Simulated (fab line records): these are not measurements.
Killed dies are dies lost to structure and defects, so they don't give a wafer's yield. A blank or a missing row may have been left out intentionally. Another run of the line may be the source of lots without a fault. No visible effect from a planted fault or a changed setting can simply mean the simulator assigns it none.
8D (eight disciplines) problem report, filled in by code | flow gf180mcu | the parts of the form that need people (team, actions taken, sign-off) are left out

1. WHAT IS WRONG
Across 6 wafers from 2 lots, V4_CVD_00_THK at GF_V4_THK_MEAS_01 averages 475 nm, while fault-free wafers read 598 nm with a standard deviation of 5.3. That is -23 standard deviations from the usual mean.
First seen on wafer L477.1, day 25 18:46, on film metro-01. Wafers with a number at this step in the record: 39, from 13 lots. The rule behind "out" and "out of limits": a value lying over 4 standard deviations away from the usual mean. Any other wafer with a number is counted as sound.

2. WHAT THIS IS AND IS NOT
question                    | is                     | is not
which readings at this step | V4_CVD_00_THK          | -
which lots                  | L477, L480             | L472, L474, L478, L487, L488, L489, L490, L491, L492, L493, L494
which wafers of those lots  | all that have a number | -
read on which gauges        | film metro-01          | film metro-03, film metro-04
when                        | from day 25 18:46      | up to then (6 sound wafers); but 27 sound wafers of L478, L487, L488, L489, L490, L491, L492, L493, L494 came after

3. THE SUSPECTS, EACH WITH WHAT RULES IT OUT
Counting: a tool at a process step up to the reading stays a suspect if it ran every lot that is out and no sound lot after the first of them.
- ruled out: the gauge at GF_V4_THK_MEAS_01. All the wafers that are out were read on film metro-01, but those of them that GF_V4_CVD_00 has rows for are out there too, on other tools.
- hdpcvd-02 at GF_V4_CVD_00 (deposits SiO2, target thk 600 nm, time 100 s): ruled out as a lasting fault. The sound lots L488, L489, L490, L492, L494 went through it after L477, its earliest lot that is out (day 25 18:42).
Left after counting: nothing in the record.

4. THE CAUSE (what the simulator had put in)
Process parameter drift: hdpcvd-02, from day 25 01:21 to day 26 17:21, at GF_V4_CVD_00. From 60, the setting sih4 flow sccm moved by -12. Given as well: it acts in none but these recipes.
The count ruled it out by mistake, since the rule takes a fault to strike every lot its tool runs from the start of the fault on, and this one did not do so.

5. THE CHAIN OF EFFECTS, in route order
Rows list readings where the struck wafers' mean (over those with a number) sits beyond 3 standard deviations from the usual. Readings are gone through only where the record gives a usual standard deviation; hours: the median, over the lots, of the time from a lot's start at the first step in this table giving one to that lot's start at this step; sigmas: the change measured in usual standard deviations.
hours | step              | reading        | usual      | on struck wafers | change | sigmas
0     | GF_V4_CVD_00      | sih4 flow sccm | 60.03 sccm | 48.15            | -11.88 | -74
0     | GF_V4_THK_MEAS_01 | V4_CVD_00_THK  | 598 nm     | 475              | -123   | -23
It contains these process steps:
- GF_V4_CVD_00: deposits SiO2, target thk 600 nm, time 100 s.
Later steps that measure or inspect, where all struck wafers having a row at the step show a number for every such reading and not one has moved that far: GF_V4_OVL_MEAS_15.

6. HOW IT WOULD HAVE BEEN CAUGHT EARLIER
The first out-of-limits reading at a measuring or inspecting step in this record came at day 25 18:46, 17 hours after the fault's start at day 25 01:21.
Tool's own readings at GF_V4_CVD_00, sih4 flow sccm: out on all struck wafers the step has rows for; an alarm limit on them would have tripped on the first.
